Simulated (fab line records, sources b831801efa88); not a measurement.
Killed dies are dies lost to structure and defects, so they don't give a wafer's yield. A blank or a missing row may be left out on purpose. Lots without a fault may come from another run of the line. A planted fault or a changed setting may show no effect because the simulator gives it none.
fab line records | flow sky130
record lots=5 wafers=15 last_day=49
route steps=708 shown NWELL@77 PWDE@84 VT_ADJUST_HVTP@85 VT_ADJUST_LVTN@97
lots that met no fault: from a run of the same line without faults
start_h: hours from the record's first day to the start of the lot's first wafer shown | wait_h: hours since the lot's step before | " the same as in the row above | L1.1+2: a row that stands for several wafers | - no value, or no start given | * or withheld: withheld | < > ~ a bound
route shown NAME@n: a module of which the file shows steps, and the number in the route of the first | usual: mean/standard deviation of fault-free wafers | same: alike in all rows | chamber/n: place in a boat | sites: the reading at each site | _std_site: their standard deviation | _edge_site: outer sites' mean less inner sites' | radius_mm: how far each site lies from the wafer's centre | mask NAME#n: copy n | behind: the tool/chamber that last shaped the wafer | hold: why the lot was held/for how many hours/how that ended | device: the transistor (n, p or np) that didn't switch | end of line: the same wafers' tests at the end of the route | a step without rows: its recipe alone | killed: dies lost to structure and defects at the first sort, not the wafer's yield | map: a wafer's dies, x killed, . not, _ none there
set.NAME: the setting as run; set.NAME@STEP: as run at that earlier step | model.NAME: the simulator's own value behind a step, which no gauge read
lots at some steps of the route; a table a step, a row a wafer
services: from which hour (start_h, from the record's first day; less than 0 if before it) a tool's chamber was out of use, for how many hours, and why
## steps
# step SKY_NWELL_IMPLANT_24
# recipe species=B energy_kev=140 dose_cm2=9.2e+12 tilt_deg=withheld
# step SKY_NWELL_STRIP_25
# recipe chemistry=O2/N2 power_w=1400 pressure_mtorr=1500 platen_temp_c=withheld o2_flow_sccm=3000 n2_flow_sccm=300 overash_fraction=0.5
# usual drypump_motor_current_A=5.7/0.5 oes_product_au=0.722/0.0046 strip_time_to_endpoint_s=36.91/0.1
# columns lot.wafer tool chamber start_h wait_h drypump_motor_current_A oes_product_au rf_hours_counter_h strip_time_to_endpoint_s
L430.4 plasma_asher-03 0 112.52 0.1 5.4 0.718 - 36.92
L430.5 " 0 " " 5.4 0.722 - 36.87
L430.6 " 1 " " 5.4 0.722 - 36.83
L437.1 plasma_asher-04 1 160.76 0.1 5.8 0.725 46 36.99
L437.4 " 0 " " 4.7 0.724 - 36.91
L437.6 " 0 " " 4.7 0.716 - 36.92
L445.2 plasma_asher-02 0 203.26 0.1 6.4 0.726 9 36.79
L445.4 " 1 " " 6.0 0.724 - 36.94
L445.5 " 0 " " 6.4 0.725 - 36.77
L446.1 plasma_asher-03 1 209.36 0.1 5.3 0.718 52 36.93
L446.2 " 0 " " 5.4 0.726 52 37.03
L446.4 " 0 " " 5.4 0.722 - 37.03
L448.3 plasma_asher-02 0 223.28 0.1 6.5 0.729 - 36.86
L448.5 " 0 " " 6.4 0.716 - 36.80
L448.6 " 1 " " 6.0 0.720 - 36.88
# step SKY_NWELL_TW_MEAS_26
# usual NWELL_2_TW=499/4.8
# columns lot.wafer tool chamber start_h wait_h NWELL_2_TW
L430.4 film_metro-01 - 112.62 0.1 507
L430.5 " - " " 509
L430.6 " - " " 509
L437.1 film_metro-03 - 160.86 0.1 497
L437.4 " - " " 498
L437.6 " - " " 497
L445.2 film_metro-01 - 203.37 0.1 503
L445.4 " - " " 504
L445.5 " - " " 507
L446.1 film_metro-01 - 209.46 0.1 501
L446.2 " - " " 502
L446.4 " - " " 505
L448.3 film_metro-03 - 223.37 0.1 494
L448.5 " - " " 494
L448.6 " - " " 494
# step SKY_NWELL_CLEAN_27
# recipe chemistry=SC1/SC2 mix=1:4:20 temp_c=70 time_s=150 dry=n2_spin
# step SKY_NWELL_RTA_28
# recipe temp_c=1050 time_s=30 idle_temp_c=650 ramp_up_c_per_s=150 ramp_down_c_per_s=90 ambient=N2
# usual lamp_power_pct=25.30/0.052 wafer_temp_C_max=1054.9/0.96
# columns lot.wafer tool chamber start_h wait_h lamp_power_pct wafer_temp_C_max
L430.4 rtp_anneal-01 0 112.75 0.1 25.20 1054.2
L430.5 " 0 " " 25.31 1054.7
L430.6 " 0 " " 25.37 1055.9
L437.1 rtp_anneal-01 0 160.97 0.0 25.38 1055.4
L437.4 " 0 " " 25.42 1054.1
L437.6 " 0 " " 25.27 1054.5
L445.2 rtp_anneal-01 0 203.48 0.0 25.29 1053.7
L445.4 " 0 " " 25.37 1056.6
L445.5 " 0 " " 25.33 1055.8
L446.1 rtp_anneal-01 0 209.57 0.0 25.30 1053.8
L446.2 " 0 " " 25.26 1055.7
L446.4 " 0 " " 25.34 1056.4
L448.3 rtp_anneal-01 0 223.50 0.0 25.25 1055.2
L448.5 " 0 " " 25.25 1057.3
L448.6 " 0 " " 25.26 1054.2
# step SKY_NWELL_RS_MEAS_29
# recipe thk_meas_gauge=four-point-probe
# usual NWELL_RS=624.9/1.5
# columns lot.wafer tool chamber start_h wait_h NWELL_RS[ohm/sq]
L430.4 film_metro-02 - 112.86 0.1 626.8
L430.5 " - " " 625.6
L430.6 " - " " 625.2
L437.1 film_metro-01 - 161.07 0.1 624.4
L437.4 " - " " 624.5
L437.6 " - " " 624.9
L445.2 film_metro-02 - 203.59 0.1 624.6
L445.4 " - " " 623.7
L445.5 " - " " 622.8
L446.1 film_metro-02 - 209.67 0.1 626.8
L446.2 " - " " 628.0
L446.4 " - " " 626.9
L448.3 film_metro-01 - 223.61 0.1 626.3
L448.5 " - " " 625.3
L448.6 " - " " 625.8
# step SKY_NWELL_RS_MEAS_31
# recipe thk_meas_gauge=four-point-probe
# usual PWDE_RS=5281/17
# columns lot.wafer tool chamber start_h wait_h PWDE_RS[ohm/sq]
L430.4 film_metro-02 - 113.10 0.1 5281
L430.5 " - " " 5290
L430.6 " - " " 5276
L437.1 film_metro-01 - 161.31 0.1 5265
L437.4 " - " " 5283
L437.6 " - " " 5266
L445.2 film_metro-02 - 203.83 0.1 5290
L445.4 " - " " 5277
L445.5 " - " " 5293
L446.1 film_metro-02 - 209.91 0.1 5289
L446.2 " - " " 5306
L446.4 " - " " 5272
L448.3 film_metro-01 - 223.85 0.1 5268
L448.5 " - " " 5265
L448.6 " - " " 5279
# step SKY_VT_ADJUST_HVTP_DEHYDRATE_00
# recipe temp_c=200 time_s=60
# step SKY_VT_ADJUST_HVTP_HMDS_01
# recipe prime_time_s=60 prime_temp_c=120
# step SKY_VT_ADJUST_HVTP_COAT_02
# recipe resist=NOVOLAK spin_rpm=3000 resist_thk_nm=1140
# step SKY_VT_ADJUST_HVTP_SOFTBAKE_03
# recipe temp_c=90 time_s=60 resist=NOVOLAK
# step SKY_VT_ADJUST_HVTP_EXPOSE_04
# recipe mask_id=HVTPM na=0.6 source_shape=conventional sigma_outer=0.6 polarization=unpolarized target_cd_nm=380 dose_mj=140
# usual stage_vel_mm_s=499.95/0.26
# columns lot.wafer tool chamber start_h wait_h mask stage_vel_mm_s
L430.4 iline_stepper-01 0 122.35 - HVTPM#0 500.25
L430.5 " 0 " " HVTPM#0 499.82
L430.6 " 0 " " HVTPM#0 499.98
L437.1 iline_stepper-02 0 171.70 - NWM_COMPLEMENT_LESS_NATIVE#0 500.34
L437.4 " 0 " " NWM_COMPLEMENT_LESS_NATIVE#0 500.03
L437.6 " 0 " " NWM_COMPLEMENT_LESS_NATIVE#0 499.72
L445.2 iline_stepper-01 0 215.04 - HVTPM#0 499.74
L445.4 " 0 " " HVTPM#0 500.01
L445.5 " 0 " " HVTPM#0 499.53
L446.1 iline_stepper-02 0 220.85 - HVTPM#0 500.06
L446.2 " 0 " " HVTPM#0 500.00
L446.4 " 0 " " HVTPM#0 500.00
L448.3 iline_stepper-01 0 234.96 - HVTPM#0 500.14
L448.5 " 0 " " HVTPM#0 499.69
L448.6 " 0 " " HVTPM#0 500.12
# step SKY_VT_ADJUST_HVTP_PEB_05
# recipe temp_c=withheld time_s=* resist=NOVOLAK
# step SKY_VT_ADJUST_HVTP_DEVELOP_06
# recipe resist=NOVOLAK developer=TMAH develop_time_s=60 dev_temp_c=23
# step SKY_VT_ADJUST_HVTP_CD_MEAS_07
# recipe target_cd_nm=380
# usual cd_nm=379.8/2.2
# columns lot.wafer tool chamber start_h wait_h cd_nm
L430.4 cd_sem-02 - 131.36 0.1 377.0
L430.5 " - " " 378.4
L430.6 " - " " 380.5
L437.1 cd_sem-02 - 181.55 0.1 -
L437.4 " - " " -
L437.6 " - " " -
L445.2 cd_sem-01 - 225.61 0.1 380.1
L445.4 " - " " 380.3
L445.5 " - " " 379.6
L446.1 cd_sem-01 - 231.64 0.1 378.3
L446.2 " - " " 381.0
L446.4 " - " " 378.2
L448.3 cd_sem-01 - 246.01 0.1 382.7
L448.5 " - " " 382.4
L448.6 " - " " 382.8
# step SKY_VT_ADJUST_HVTP_OVL_MEAS_08
# usual VT_ADJUST_HVTP_OVL=1.7/1.6
# columns lot.wafer tool chamber start_h wait_h VT_ADJUST_HVTP_OVL[nm]
L430.4 overlay-02 - 131.44 0.1 0.8
L430.5 " - " " 0.6
L430.6 " - " " 1.0
L437.1 overlay-02 - 181.67 0.1 -
L437.4 " - " " -
L437.6 " - " " -
L445.2 overlay-02 - 225.72 0.1 0.0
L445.4 " - " " 1.0
L445.5 " - " " 1.2
L446.1 overlay-01 - 231.76 0.1 3.5
L446.2 " - " " 3.8
L446.4 " - " " 4.7
L448.3 overlay-02 - 246.10 0.1 1.3
L448.5 " - " " -0.6
L448.6 " - " " 0.9
# step SKY_VT_ADJUST_HVTP_IMPLANT_09
# recipe species=As energy_kev=150 dose_cm2=4.3e+12 tilt_deg=withheld
# step SKY_VT_ADJUST_HVTP_STRIP_10
# recipe chemistry=O2/N2 power_w=1400 pressure_mtorr=1500 platen_temp_c=withheld o2_flow_sccm=3000 n2_flow_sccm=300 overash_fraction=0.5
# usual drypump_motor_current_A=5.6/0.44 oes_product_au=0.716/0.0046 strip_time_to_endpoint_s=14.21/0.038
# columns lot.wafer tool chamber start_h wait_h drypump_motor_current_A oes_product_au rf_hours_counter_h strip_time_to_endpoint_s
L430.4 plasma_asher-01 0 131.64 0.1 5.6 0.716 - 14.23
L430.5 " 0 " " 5.7 0.721 - 14.22
L430.6 " 1 " " 5.0 0.726 - 14.19
L437.1 plasma_asher-03 1 181.86 0.1 5.3 0.709 49 14.27
L437.4 " 0 " " 5.4 0.713 - 14.26
L437.6 " 0 " " 5.4 0.704 - 14.27
L445.2 plasma_asher-03 0 225.90 0.1 5.4 0.714 53 14.27
L445.4 " 0 " " 5.4 0.717 - 14.30
L445.5 " 0 " " 5.4 0.721 - 14.25
L446.1 plasma_asher-02 0 231.95 0.1 6.4 0.714 11 14.22
L446.2 " 1 " " 6.0 0.717 11 14.21
L446.4 " 1 " " 6.0 0.713 - 14.22
L448.3 plasma_asher-01 0 246.31 0.1 5.7 0.718 - 14.23
L448.5 " 0 " " 5.7 0.713 - 14.26
L448.6 " 1 " " 5.0 0.716 - 14.21
# step SKY_VT_ADJUST_HVTP_TW_MEAS_11
# usual VT_ADJUST_HVTP_TW=1354/16
# columns lot.wafer tool chamber start_h wait_h VT_ADJUST_HVTP_TW
L430.4 film_metro-04 - 131.74 0.1 1352
L430.5 " - " " 1348
L430.6 " - " " 1353
L437.1 film_metro-01 - 181.96 0.1 31
L437.4 " - " " 31
L437.6 " - " " 31
L445.2 film_metro-04 - 226.01 0.1 1343
L445.4 " - " " 1349
L445.5 " - " " 1341
L446.1 film_metro-04 - 232.05 0.1 1340
L446.2 " - " " 1350
L446.4 " - " " 1340
L448.3 film_metro-04 - 246.40 0.1 1344
L448.5 " - " " 1341
L448.6 " - " " 1348
# step SKY_VT_ADJUST_LVTN_DEHYDRATE_00
# recipe temp_c=200 time_s=60
# step SKY_VT_ADJUST_LVTN_HMDS_01
# recipe prime_time_s=60 prime_temp_c=120
# step SKY_VT_ADJUST_LVTN_COAT_02
# recipe spin_rpm=2000 resist_thk_nm=3000
# step SKY_VT_ADJUST_LVTN_SOFTBAKE_03
# recipe temp_c=110 time_s=withheld
# step SKY_VT_ADJUST_LVTN_EXPOSE_04
# recipe mask_id=NWM_COMPLEMENT_LESS_NATIVE na=0.6 source_shape=conventional sigma_outer=0.6 polarization=unpolarized target_cd_nm=840 dose_mj=194
# step SKY_VT_ADJUST_LVTN_PEB_05
# recipe temp_c=115 time_s=withheld
# step SKY_VT_ADJUST_LVTN_DEVELOP_06
# recipe wall_angle_deg=90 developer=TMAH develop_time_s=60 dev_temp_c=23
# step SKY_VT_ADJUST_LVTN_OVL_MEAS_07
# usual VT_ADJUST_LVTN_OVL=-0.5/1.3
# columns lot.wafer tool chamber start_h wait_h VT_ADJUST_LVTN_OVL[nm]
L430.4 overlay-02 - 150.96 - 0.6
L430.5 " - " " -1.0
L430.6 " - " " 0.1
L437.1 overlay-01 - 202.21 - -2.7
L437.4 " - " " -1.7
L437.6 " - " " -1.0
L445.2 overlay-02 - 249.02 - -1.3
L445.4 " - " " -1.3
L445.5 " - " " -0.1
L446.1 overlay-01 - 253.69 - -0.7
L446.2 " - " " -1.4
L446.4 " - " " -0.9
L448.3 overlay-02 - 270.20 - -0.5
L448.5 " - " " -2.3
L448.6 " - " " -1.7
# step SKY_VT_ADJUST_LVTN_IMPLANT_08
# recipe species=B energy_kev=30 dose_cm2=1.57e+12 tilt_deg=withheld
# step SKY_VT_ADJUST_LVTN_STRIP_09
# recipe chemistry=O2/N2 power_w=1400 pressure_mtorr=1500 platen_temp_c=withheld o2_flow_sccm=3000 n2_flow_sccm=300 overash_fraction=0.5
# usual drypump_motor_current_A=5.4/0.51 oes_product_au=0.723/0.0045 strip_time_to_endpoint_s=36.90/0.11
# columns lot.wafer tool chamber start_h wait_h drypump_motor_current_A oes_product_au rf_hours_counter_h strip_time_to_endpoint_s
L430.4 plasma_asher-01 1 151.16 0.1 5.0 0.726 - 37.09
L430.5 " 1 " " 5.0 0.720 - 37.08
L430.6 " 0 " " 5.7 0.725 - 37.00
L437.1 plasma_asher-04 1 202.40 0.1 5.8 0.720 50 37.01
L437.4 " 1 " " 5.8 0.725 - 36.97
L437.6 " 1 " " 5.8 0.718 - 36.99
L445.2 plasma_asher-04 1 249.20 0.1 5.8 0.722 55 36.92
L445.4 " 0 " " 4.7 0.729 - 37.02
L445.5 " 1 " " 5.8 0.721 - 37.03
L446.1 plasma_asher-01 0 253.88 0.1 5.7 0.715 45 36.78
L446.2 " 1 " " 4.9 0.720 45 36.76
L446.4 " 1 " " 5.0 0.712 - 36.76
L448.3 plasma_asher-04 1 270.41 0.1 5.8 0.723 - 36.82
L448.5 " 1 " " 5.8 0.720 - 36.82
L448.6 " 0 " " 4.7 0.719 - 36.84
# step SKY_VT_ADJUST_LVTN_TW_MEAS_10
# usual VT_ADJUST_LVTN_TW=240.2/1.4
# columns lot.wafer tool chamber start_h wait_h VT_ADJUST_LVTN_TW
L430.4 film_metro-02 - 151.26 0.1 240.6
L430.5 " - " " 239.8
L430.6 " - " " 240.9
L437.1 film_metro-02 - 202.50 0.1 1352.8
L437.4 " - " " 1354.8
L437.6 " - " " 1354.4
L445.2 film_metro-03 - 249.31 0.1 243.2
L445.4 " - " " 240.9
L445.5 " - " " 242.4
L446.1 film_metro-02 - 253.98 0.1 240.1
L446.2 " - " " 240.3
L446.4 " - " " 238.5
L448.3 film_metro-02 - 270.50 0.1 238.1
L448.5 " - " " 238.6
L448.6 " - " " 239.3
# step SKY_VT_ADJUST_LVTN_DEHYDRATE_11
# recipe temp_c=200 time_s=60
## services
# columns tool chamber start_h hours kind
iline_stepper-02 - 103.13 1.7 pm
plasma_asher-02 - 108.75 9.0 pm
plasma_asher-02 0 108.75 9.0 vent_cycle
plasma_asher-02 1 108.75 9.0 vent_cycle
plasma_asher-03 - 115.42 15.3 repair
plasma_asher-02 0 117.75 - clean
plasma_asher-02 1 117.75 - clean
plasma_asher-02 - 128.44 0.4 repair
plasma_asher-03 - 147.88 0.5 repair
plasma_asher-02 - 148.56 0.4 repair
iline_stepper-01 0 155.68 - calibration
iline_stepper-01 - 175.48 1.7 pm
iline_stepper-02 0 177.35 - calibration
plasma_asher-03 - 247.09 4.0 repair
plasma_asher-03 - 254.26 42.4 pm
## key
first_sign step=SKY_VT_ADJUST_HVTP_EXPOSE_04 reading=mask direction=changed
effect step=SKY_VT_ADJUST_HVTP_CD_MEAS_07 reading=cd_nm direction=missing
effect step=SKY_VT_ADJUST_HVTP_OVL_MEAS_08 reading=VT_ADJUST_HVTP_OVL direction=missing
effect step=SKY_VT_ADJUST_HVTP_TW_MEAS_11 reading=VT_ADJUST_HVTP_TW direction=down sigmas=85 usual=1354 struck=31
effect step=SKY_VT_ADJUST_LVTN_TW_MEAS_10 reading=VT_ADJUST_LVTN_TW direction=up sigmas=99+ usual=240.2 struck=1354.0
met_at SKY_VT_ADJUST_HVTP_EXPOSE_04
struck_wafers L437.1,L437.4,L437.6
sort_left_out L437.1,L437.4,L437.6
tester_left_out L437
fault kind=wrong_mask tool=any chamber=- onset_h=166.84 steps=SKY_VT_ADJUST_HVTP_EXPOSE_04 aux_copy=NWM_COMPLEMENT_LESS_NATIVE#0 scope=struck_lots_only
# tester_left_out: of these lots the tester's yield and bins aren't shown, on N5 and GAA mostly nor the transistor test; their killed dies are dies lost to structure and defects alone, not to doping, threshold or leakage, so they don't give the yield
# sort_left_out: the simulated sort isn't trusted on such a fault, so these wafers' sort isn't shown, and their yield isn't known
